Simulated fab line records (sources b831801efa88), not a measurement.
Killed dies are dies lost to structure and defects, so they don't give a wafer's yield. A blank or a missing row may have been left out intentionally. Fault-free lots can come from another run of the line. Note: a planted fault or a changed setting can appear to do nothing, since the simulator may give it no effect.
A single fault, viewed from 2 desks / flow gf180mcu / every desk sees just its own numbers, and what lay behind them comes last

== FROM THE METROLOGY DESK ==
What the gauges read for every lot (on any tool): the sampled wafers with a number, averaged. Marked OUT: a lot whose mean sits more than 4 standard deviations from the usual mean, which makes it out of limits; the brackets give that distance.
Columns: A = PSD_RS at GF_PSD_RS_MEAS_15, usual 108.49 ohm/sq; B = M1_ALCU_THK at GF_M1_THK_MEAS_06, usual 453 nm
lot=L922; first seen here=day 14 06:23; A=109.02; B=455
lot=L923; first seen here=day 15 04:34; A=108.34; B=444
lot=L924; first seen here=day 15 08:14; A=108.61; B=449
lot=L928; first seen here=day 16 03:01; A=108.31; B=458
lot=L927; first seen here=day 16 03:36; A=108.68; B=460
lot=L930; first seen here=day 16 19:46; A=108.30; B=455
lot=L929; first seen here=day 16 22:24; A=108.38; B=450
lot=L931; first seen here=day 17 04:23; A=108.53; B=445
lot=L938; first seen here=day 19 17:25; A=108.31; B=454
lot=L939; first seen here=day 20 00:20; A=108.81; B=456
lot=L940; first seen here=day 20 14:47; A=108.13; B=449
lot=L941; first seen here=day 21 00:09; A=108.68; B=463
lot=L943; first seen here=day 21 18:55; A=108.90; B=460
lot=L944; first seen here=day 21 20:17; A=108.31; B=460
Result from this desk: across the 14 lots, nothing is out of limits.

== TOOL OWNER'S DESK, cmp-01 ==
The tool's own readings at GF_V1_CMP_04 (polishes SiO2): means of the sampled wafers that have a number, for each lot that ran on this tool. Marked OUT: a lot whose mean sits more than 4 standard deviations from the usual mean, which makes it out of limits; the brackets give that distance.
Columns: A = motorCurrentA at GF_V1_CMP_04, usual 12.8 A; B = platenRpm at GF_V1_CMP_04, usual 60.00 rpm; C = timeToEndpointS at GF_V1_CMP_04, usual 84 s
lot=L923; first seen here=day 18 05:02; A=14.0; B=60.01; C=85
lot=L928; first seen here=day 19 05:02; A=13.8; B=60.02; C=77
lot=L930; first seen here=day 19 22:25; A=13.2; B=54.00 (-99 or more) OUT; C=95
lot=L929; first seen here=day 20 02:34; A=13.4; B=53.96 (-99 or more) OUT; C=103
lot=L931; first seen here=day 20 07:53; A=14.2; B=54.00 (-99 or more) OUT; C=98
lot=L940; first seen here=day 23 17:38; A=14.0; B=60.00; C=83
lot=L943; first seen here=day 24 18:44; A=13.8; B=60.02; C=83
lot=L944; first seen here=day 24 19:47; A=13.2; B=60.04; C=80
This desk's finding: out of limits on L929, L930, L931; first on L930, day 19 22:25 (platenRpm at GF_V1_CMP_04). Within limits: L923, L928, L940, L943, L944.

== TAKEN TOGETHER ==
The tool owner's desk had the chance to raise an alarm at day 19 22:25 on L929, L930, L931.
Nothing out of limits was seen by the metrology desk.
The metrology desk has L929, L930, L931 on record, within its limits.
The lots listed all ran GF_V1_CMP_04 on cmp-01.

== WHAT THE SIMULATOR HAD PUT IN ==
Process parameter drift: cmp-01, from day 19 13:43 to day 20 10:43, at GF_V1_CMP_04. A move of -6 in setting platenRpm, from 60. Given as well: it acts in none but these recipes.
Lots struck among those shown: L929, L930, L931.
How many hours passed from the start of the fault until each desk's first out-of-limits reading: the tool owner's desk, 9.
